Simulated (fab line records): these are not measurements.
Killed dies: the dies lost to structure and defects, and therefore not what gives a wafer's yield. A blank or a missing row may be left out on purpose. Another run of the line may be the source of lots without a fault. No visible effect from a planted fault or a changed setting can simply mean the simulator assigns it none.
Which tool was responsible? ; flow sfq-line ; at 1 step of a route of 325, 14 lots with 42 wafers sampled

WHAT THE GAUGES READ, wafer by wafer
SFQ_R5_OVL_MEAS_935. Usual: for R5_OVL the level is 2 nm and the standard deviation is 6.5.
lot;measured;on;R5_OVL (nm);flag
L254;day 50 22:40;overlay-01;-3 -3 -5;
L255;day 51 04:37;overlay-01;6 6 10;
L256;day 51 12:33;overlay-01;9 5 1;
L258;day 51 13:45;overlay-01;5 7 7;
L261;day 55 16:56;overlay-01;2 -1 -11;
L262;day 56 19:19;overlay-02;4 6 -2;
L263;day 57 03:43;overlay-02;1 11 1;
L270;day 62 18:46;overlay-02;-2 -4 -2;
L271;day 67 23:43;overlay-01;2 3 5;
L272;day 68 00:55;overlay-02;11 11 13;
L273;day 68 03:20;overlay-01;4 4 7;
L274;day 68 06:28;overlay-01;4 17 13;
L275;day 70 01:14;overlay-02;7 2 11;
L276;day 70 02:26;overlay-02;0 -3 5;

WHICH TOOL RAN EACH LOT (tool, then ch and the chambers of the sampled wafers, then the start)
Before these readings, the record contains no process step.

AS READ BY THE TOOLS THEMSELVES (means over the sampled wafers that have a number; for cases with no such wafer, the mark the record gives instead)
The record holds no such reading with a usual standard deviation.

THE ANSWER, worked out from the rows above alone
Rule: a lot counts as off when the mean over its wafers that have a number is more than 3 standard deviations away from the usual mean. A lot without any number at a reading at which 4 lots or more have one is off too. The other lots that the step has rows for count as sound. The gauges are gone through in route order, then the tools' own readings, and for those a lot's mean is taken as printed above. The first step at which some lot is off is used, and at that step the reading that is off furthest; a lot without a number counts as furthest.
Across all readings shown, no lot is off: no conclusion can be drawn from this.

WHAT WAS PUT IN BY THE SIMULATOR
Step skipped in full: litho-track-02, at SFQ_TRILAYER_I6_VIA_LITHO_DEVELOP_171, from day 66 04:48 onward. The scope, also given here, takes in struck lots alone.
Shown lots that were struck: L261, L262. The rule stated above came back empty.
